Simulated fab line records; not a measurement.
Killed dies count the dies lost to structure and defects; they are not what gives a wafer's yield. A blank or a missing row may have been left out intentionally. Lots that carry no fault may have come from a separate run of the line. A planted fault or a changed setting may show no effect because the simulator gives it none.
Comparing a struck lot with a sound one -- flow sky130 -- 15 steps out of a route of 708
Sound: the wafers L102.1, L102.2, L102.4. Struck: wafers L111.1, L111.4 (left out: L111.3, a lot-mate that was not struck); the cause follows at the end.
Each step with rows lists, per side, the tool, then ch with its chambers, then its first start. Under that, the readings that differ: sound wafers -- struck wafers -- difference of the means -- sigmas: that difference in standard deviations of wafers without a fault.
alike: readings whose means differ by less than 2 such deviations, and words and numbers that are the same on both sides. not compared: withheld readings, readings that some wafer has no value for, bounds like >300 that may hide the same value, and numbers for which the record gives no deviation and whose values overlap.
A row with sigmas, a row that says differs or no value, or rows on one side alone: a step with any of these is where the two part. When numbers do not overlap yet have no deviation, they are printed without sigmas and do not part them. Lack of a reading on every wafer of one side parts them only where that side has two or more wafers.

first, 9 steps without rows for these wafers: SKY_CAPM_CLEAN_17 (cleans in O3/DIW); SKY_METAL3_DEHYDRATE_05 (time 60 s); SKY_METAL3_HMDS_06 (prime time 60 s); SKY_METAL3_COAT_07 (resist thk 60 nm); SKY_METAL3_COAT_08 (resist thk 1140 nm); SKY_METAL3_SOFTBAKE_09 (time 90 s); SKY_METAL3_EXPOSE_10 (exposes mask MM3, target cd 300 nm); SKY_METAL3_PEB_11; SKY_METAL3_DEVELOP_12 (develop time 60 s).
SKY_METAL3_CD_MEAS_13 targets a cd of 300 nm.
  sound on cd-sem-01, day 39 23:45; struck on cd-sem-01, day 42 15:48
reading,sound,struck,difference,sigmas
cd-nm (nm),295.4 297.2 297.5,300.6 303.4,+5.3,+3
SKY_METAL3_OVL_MEAS_14:
  sound on overlay-01, day 39 23:52; struck on overlay-01, day 42 15:55
  alike: METAL3_OVL
SKY_METAL3_DESCUM_15: chemistry O2, time 8 s.
  sound on rie-metal-03 ch 0,1, day 39 23:54; struck on rie-metal-01 ch 0,1, day 42 15:58
  alike: drypump-motor-current-A, oes-product-au
  not compared: rf-hours-counter-h
SKY_METAL3_ETCH_16: etches BARC in N2/H2, stops on SiO2, time 88.2 s, target depth 60 nm.
  sound on rie-metal-03 ch 0,1, day 39 23:56; struck on rie-metal-01 ch 0,1, day 42 15:59
reading,sound,struck,difference,sigmas
oes-product-au (a.u.),0.630 0.626 0.637,0.617 0.601,-0.022,-4
run-length-s (s),115.6 117.3 116.9,120.7 120.3,+3.9,+7
  alike: drypump-motor-current-A, throttle-valve-pct
  not compared: rf-hours-counter-h, model.SiO2_of_CAPM_CVD_00.thk-nm
SKY_METAL3_ETCH_17: etches SiO2 in C4F8/O2/Ar, stops on TiN, time 3.9 s, target depth 15 nm.
  sound on rie-diel-03 ch 1,2,3, day 40 00:02; struck on rie-diel-03 ch 0,3, day 42 16:05
  alike: oes-product-au
  not compared: rf-hours-counter-h
-- the record jumps here: 7 days lie between the struck wafers' starts before and after (it left off in module METAL3 and takes up again in module PAD_OPEN, whose first step shown is number 708 of the route) --
SKY_PAD_OPEN_PROBE_99:
  sound on prober-02, day 46 23:25; struck on prober-01, day 49 05:45
  alike: defect-limited-yield, killed_at_M0_to_M3, killed_at_M4_up, killed-at-contacts, killed-at-front-end, killed-at-other, killed-dies, killed-open, killed-short, sort_bin_3_pad_short, sort_bin_5_function, sort_bin_6_memory, sort-n-pass, sort-yield-pct

== WHERE THEY PART ==
Earliest at SKY_METAL3_CD_MEAS_13; latest, in this record, at SKY_METAL3_ETCH_16. Later steps at which nothing parts them and some readings are alike: SKY_METAL3_ETCH_17, SKY_PAD_OPEN_PROBE_99.

WHY: the cause the simulator had injected
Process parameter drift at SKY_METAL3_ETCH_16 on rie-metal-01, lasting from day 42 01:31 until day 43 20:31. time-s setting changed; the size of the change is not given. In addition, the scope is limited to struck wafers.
